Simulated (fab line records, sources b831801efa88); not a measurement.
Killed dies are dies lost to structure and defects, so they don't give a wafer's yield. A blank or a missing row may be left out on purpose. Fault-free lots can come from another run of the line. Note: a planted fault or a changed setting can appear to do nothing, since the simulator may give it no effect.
A lot that was struck, set against a sound lot + flow sky130 + 19 steps out of a route of 708
Sound: these wafers, L829.1, L829.3, L829.6. Struck: wafers L841.2, L841.3, L841.6. The cause is given at the end.
Per side, at each step with rows, come the tool, then ch with its chambers, and then its first start. Under that, the readings that differ: sound wafers + struck wafers + difference of the means + sigmas: that difference in standard deviations of wafers without a fault.
alike: same words and numbers on both sides, and readings whose means sit less than 2 such deviations apart. not compared: any withheld reading, any reading some wafer has no value for, any bound like >300 that may hide the same value, and any number with overlapping values for which the record gives no deviation.
The two part at a step that has a row with sigmas, a row that says differs or no value, or rows on one side only. Non-overlapping numbers with no deviation appear without sigmas and do not part them. A reading missing from all wafers of one side parts the sides only when that side holds two or more wafers.

first, 4 steps without rows for these wafers: SKY_METAL1_STRIP_21 (strips in post etch residue remover, time 1200 s); SKY_METAL1_CLEAN_22 (cleans in IPA, time 180 s); SKY_METAL1_CLEAN_23 (cleans in O3/DIW); SKY_VIA1_HDPCVD_00 (deposits SiO2, target thk 1030 nm, time 171.7 s).
SKY_VIA1_THK_MEAS_01:
  sound: film_metro-03 at day 34 10:38; struck: film_metro-04 at day 37 18:22
  alike: VIA1_HDPCVD_THK
SKY_VIA1_CMP_02: polishes SiO2.
  sound on cmp-01 ch 1,2,3, day 34 10:42; struck on cmp-02 ch 0,1,3, day 37 18:25
  alike: motor_current_A, platen_rpm
SKY_VIA1_BOW_MEAS_03:
  sound: film_metro-01 at day 34 11:00; struck: film_metro-01 at day 37 18:44
  alike: VIA1_BOW
then, 5 steps without rows for these wafers: SKY_VIA1_DEHYDRATE_04 (time 60 s); SKY_VIA1_HMDS_05 (prime time 60 s); SKY_VIA1_COAT_06 (resist thk 60 nm); SKY_VIA1_COAT_07 (resist thk 450 nm); SKY_VIA1_SOFTBAKE_08 (time 90 s).
SKY_VIA1_EXPOSE_09: exposes mask VIM, target cd 150 nm.
  sound on krf_scanner-01 ch 0, day 35 00:15; struck on krf_scanner-02 ch 0, day 38 07:18
| reading                      | sound                | struck            | difference | sigmas |
|------------------------------|----------------------|-------------------|------------|--------|
| model.VIA1.overlay_x_nm (nm) | -3.198 -3.198 -3.198 | 35.51 35.51 35.51 | +38.71     |        |
  alike: mask, reticle_temp_C, stage_vel_mm_s
then, 2 steps without rows for these wafers: SKY_VIA1_PEB_10; SKY_VIA1_DEVELOP_11 (develop time 60 s).
SKY_VIA1_CD_MEAS_12: the cd target is 150 nm.
  sound: cd_sem-02 at day 35 14:02; struck: cd_sem-02 at day 38 20:13
  alike: cd_nm
SKY_VIA1_OVL_MEAS_13:
  sound: overlay-01 at day 35 14:10; struck: overlay-01 at day 38 20:20
| reading       | sound   | struck   | difference | sigmas |
|---------------|---------|----------|------------|--------|
| VIA1_OVL (nm) | 3 -2 -4 | 38 34 41 | +39        | +8     |
SKY_VIA1_ETCH_14: etches BARC in N2/H2, stops on SiO2, time 45.9 s, target depth 60 nm.
  sound on rie_diel-02 ch 0,1,2, day 35 14:12; struck on rie_diel-02 ch 0,1,3, day 38 20:22
  alike: drypump_motor_current_A, oes_product_au, throttle_valve_pct
  not compared: rf_hours_counter_h
SKY_PAD_OPEN_PROBE_99:
  the record holds rows for the sound wafers here (prober-02, day 47 05:55) but none for the struck ones

WHERE THEY PART
At SKY_VIA1_OVL_MEAS_13 first; at SKY_PAD_OPEN_PROBE_99 last (within this record only).

WHY: what the simulator had put in
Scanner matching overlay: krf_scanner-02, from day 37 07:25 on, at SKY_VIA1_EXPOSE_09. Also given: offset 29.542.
